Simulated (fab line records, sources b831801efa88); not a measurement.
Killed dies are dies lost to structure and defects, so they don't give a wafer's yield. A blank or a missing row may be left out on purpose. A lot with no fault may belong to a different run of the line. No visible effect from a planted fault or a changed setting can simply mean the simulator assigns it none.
Which of the tools did it? | flow gf180mcu | Sampling: 24 lots, 72 wafers, 4 of 602 route steps

## WHAT EACH GAUGE READ, for each wafer
GF_M5_OVL_MEAS_08.
lot  | measured     | on         | M5_OVL (nm)
L074 | day 26 19:32 | overlay-02 | 1 5 7
L075 | day 26 23:44 | overlay-01 | 12 -3 5
L076 | day 27 13:20 | overlay-02 | 6 20 21
L077 | day 28 02:08 | overlay-02 | 5 4 -6
L078 | day 28 11:53 | overlay-01 | 19 3 18
L079 | day 28 22:06 | overlay-01 | 16 5 6
L081 | day 29 01:33 | overlay-01 | -2 12 5
L080 | day 29 06:08 | overlay-02 | 3 -2 13
L082 | day 29 13:18 | overlay-02 | 4 7 9
L084 | day 29 21:00 | overlay-01 | 10 4 15
L083 | day 30 02:35 | overlay-01 | 5 11 6
L085 | day 30 10:15 | overlay-01 | 0 4 -5
L086 | day 30 10:36 | overlay-02 | -4 2 -3
L087 | day 30 18:41 | overlay-01 | -8 1 -4
L088 | day 31 02:53 | overlay-02 | 6 -11 9
L090 | day 31 15:50 | overlay-01 | 2 4 3
L089 | day 31 15:58 | overlay-01 | -3 2 -4
L091 | day 31 21:26 | overlay-02 | -1 -2 8
L092 | day 32 08:58 | overlay-02 | -10 2 -2
L093 | day 32 13:45 | overlay-01 | -10 -9 -13
L094 | day 32 15:02 | overlay-02 | 2 4 4
L095 | day 32 20:54 | overlay-02 | -3 4 2
L097 | day 33 06:27 | overlay-02 | 0 9 16
L096 | day 33 07:47 | overlay-01 | 13 -6 7

## EACH LOT AND THE TOOL THAT RAN IT (in order: tool; ch and the chambers of the sampled wafers; start)
lot  | GF_M4_SPUTTER_02             | GF_V4_SPUTTER_22             | GF_MIM_SPUTTER_03
L074 | pvd_sputter-03, day 22 22:20 | pvd_sputter-03, day 24 22:47 | pvd_sputter-02, day 24 23:47
L075 | pvd_sputter-01, day 23 03:22 | pvd_sputter-02, day 25 03:05 | pvd_sputter-03, day 25 03:58
L076 | pvd_sputter-04, day 23 18:53 | pvd_sputter-01, day 25 17:56 | pvd_sputter-02, day 25 18:43
L077 | pvd_sputter-03, day 24 10:01 | pvd_sputter-01, day 26 07:38 | pvd_sputter-02, day 26 08:25
L078 | pvd_sputter-01, day 24 19:59 | pvd_sputter-03, day 26 17:29 | pvd_sputter-03, day 26 18:22
L079 | pvd_sputter-03, day 25 09:07 | pvd_sputter-02, day 27 05:47 | pvd_sputter-04, day 27 06:35
L081 | pvd_sputter-04, day 25 12:10 | pvd_sputter-02, day 27 08:04 | pvd_sputter-03, day 27 08:52
L080 | pvd_sputter-03, day 25 16:37 | pvd_sputter-01, day 27 12:52 | pvd_sputter-03, day 27 13:39
L082 | pvd_sputter-03, day 25 23:36 | pvd_sputter-01, day 27 20:20 | pvd_sputter-02, day 27 21:08
L084 | pvd_sputter-03, day 26 09:46 | pvd_sputter-02, day 28 04:40 | pvd_sputter-03, day 28 05:27
L083 | pvd_sputter-01, day 26 14:28 | pvd_sputter-03, day 28 10:59 | pvd_sputter-03, day 28 11:46
L085 | pvd_sputter-01, day 26 23:35 | pvd_sputter-01, day 28 18:09 | pvd_sputter-02, day 28 18:56
L086 | pvd_sputter-03, day 27 00:27 | pvd_sputter-01, day 28 18:56 | pvd_sputter-02, day 28 19:43
L087 | pvd_sputter-01, day 27 08:58 | pvd_sputter-02, day 29 02:39 | pvd_sputter-03, day 29 03:26
L088 | pvd_sputter-03, day 27 18:03 | pvd_sputter-02, day 29 11:49 | pvd_sputter-03, day 29 12:37
L090 | pvd_sputter-03, day 28 09:25 | pvd_sputter-03, day 30 02:11 | pvd_sputter-03, day 30 02:59
L089 | pvd_sputter-03, day 28 10:22 | pvd_sputter-02, day 30 02:44 | pvd_sputter-02, day 30 03:32
L091 | pvd_sputter-03, day 28 15:18 | pvd_sputter-03, day 30 07:58 | pvd_sputter-04, day 30 08:46
L092 | pvd_sputter-01, day 29 02:07 | pvd_sputter-02, day 30 19:05 | pvd_sputter-03, day 30 19:53
L093 | pvd_sputter-03, day 29 09:40 | pvd_sputter-03, day 31 01:31 | pvd_sputter-04, day 31 02:19
L094 | pvd_sputter-04, day 29 11:01 | pvd_sputter-01, day 31 02:49 | pvd_sputter-03, day 31 03:37
L095 | pvd_sputter-03, day 29 16:20 | pvd_sputter-03, day 31 08:56 | pvd_sputter-04, day 31 10:03
L097 | pvd_sputter-03, day 30 04:45 | pvd_sputter-03, day 31 19:08 | pvd_sputter-04, day 31 19:55
L096 | pvd_sputter-04, day 30 06:31 | pvd_sputter-02, day 31 21:22 | pvd_sputter-04, day 31 22:10
- GF_M4_SPUTTER_02: material AlCu, target thk 450 nm, time 23.9 s.
- GF_V4_SPUTTER_22: material TiN, target thk 10 nm, time 40 s.
- GF_MIM_SPUTTER_03: material Ti, target thk 10 nm, time 6.7 s.

## WHAT THE TOOLS THEMSELVES READ (means of the sampled wafers that have a number; where no wafer has one, the mark that the record gives instead)
GF_M4_SPUTTER_02.
lot  | tool           | throttle_valve_pct (%)
L074 | pvd_sputter-03 | 29.7
L075 | pvd_sputter-01 | 29.8
L076 | pvd_sputter-04 | 30.2
L077 | pvd_sputter-03 | 29.9
L078 | pvd_sputter-01 | 30.6
L079 | pvd_sputter-03 | 30.4
L081 | pvd_sputter-04 | 30.2
L080 | pvd_sputter-03 | 29.4
L082 | pvd_sputter-03 | 30.6
L084 | pvd_sputter-03 | 31.2
L083 | pvd_sputter-01 | 30.7
L085 | pvd_sputter-01 | 30.8
L086 | pvd_sputter-03 | 29.9
L087 | pvd_sputter-01 | 30.0
L088 | pvd_sputter-03 | 30.2
L090 | pvd_sputter-03 | 31.3
L089 | pvd_sputter-03 | 30.4
L091 | pvd_sputter-03 | 29.4
L092 | pvd_sputter-01 | 30.8
L093 | pvd_sputter-03 | 30.3
L094 | pvd_sputter-04 | 30.1
L095 | pvd_sputter-03 | 31.2
L097 | pvd_sputter-03 | 29.9
L096 | pvd_sputter-04 | 30.7

GF_V4_SPUTTER_22.
lot  | tool           | throttle_valve_pct (%)
L074 | pvd_sputter-03 | 29.9
L075 | pvd_sputter-02 | 30.8
L076 | pvd_sputter-01 | 30.0
L077 | pvd_sputter-01 | 30.9
L078 | pvd_sputter-03 | 30.4
L079 | pvd_sputter-02 | 30.5
L081 | pvd_sputter-02 | 31.1
L080 | pvd_sputter-01 | 30.8
L082 | pvd_sputter-01 | 30.1
L084 | pvd_sputter-02 | 30.9
L083 | pvd_sputter-03 | 30.4
L085 | pvd_sputter-01 | 29.3
L086 | pvd_sputter-01 | 30.6
L087 | pvd_sputter-02 | 30.6
L088 | pvd_sputter-02 | 31.2
L090 | pvd_sputter-03 | 29.4
L089 | pvd_sputter-02 | 30.6
L091 | pvd_sputter-03 | 29.9
L092 | pvd_sputter-02 | 31.3
L093 | pvd_sputter-03 | 30.4
L094 | pvd_sputter-01 | 29.4
L095 | pvd_sputter-03 | 30.4
L097 | pvd_sputter-03 | 29.1
L096 | pvd_sputter-02 | 31.4

GF_MIM_SPUTTER_03.
lot  | tool           | throttle_valve_pct (%)
L074 | pvd_sputter-02 | 30.4
L075 | pvd_sputter-03 | 30.5
L076 | pvd_sputter-02 | 30.5
L077 | pvd_sputter-02 | 30.9
L078 | pvd_sputter-03 | 30.2
L079 | pvd_sputter-04 | 29.8
L081 | pvd_sputter-03 | 29.7
L080 | pvd_sputter-03 | 29.4
L082 | pvd_sputter-02 | 30.3
L084 | pvd_sputter-03 | 29.2
L083 | pvd_sputter-03 | 30.0
L085 | pvd_sputter-02 | 30.5
L086 | pvd_sputter-02 | 30.4
L087 | pvd_sputter-03 | 31.1
L088 | pvd_sputter-03 | 30.3
L090 | pvd_sputter-03 | 30.3
L089 | pvd_sputter-02 | 30.3
L091 | pvd_sputter-04 | 29.8
L092 | pvd_sputter-03 | 30.6
L093 | pvd_sputter-04 | 30.7
L094 | pvd_sputter-03 | 31.2
L095 | pvd_sputter-04 | 29.8
L097 | pvd_sputter-04 | 29.7
L096 | pvd_sputter-04 | 29.6

## THE ANSWER, worked out from the rows above alone
Rule: what is usual is taken from the lots themselves. Put in order of their means at a reading, lots are off if they are a third of the lots or fewer, leave a main group of 4 or more, and stand apart from it by a gap of 3 or more times the standard deviation of the main group's means; of several such gaps the widest counts. A main group is skipped when, at the precision printed for the reading in the tables above, its means are all equal. A lot without any number at a reading at which 4 lots or more have one is off too. Any other lot the step has rows for is counted as sound. Order of review: gauges by route order, followed by the tools' own readings, for which a lot's mean as printed above is used. At the first step where some lot is off, the reading lying furthest off is the one used; lots without a number count as furthest.
Across all readings shown, no lot is off: no conclusion can be drawn from this.

## WHAT THE SIMULATOR PUT IN
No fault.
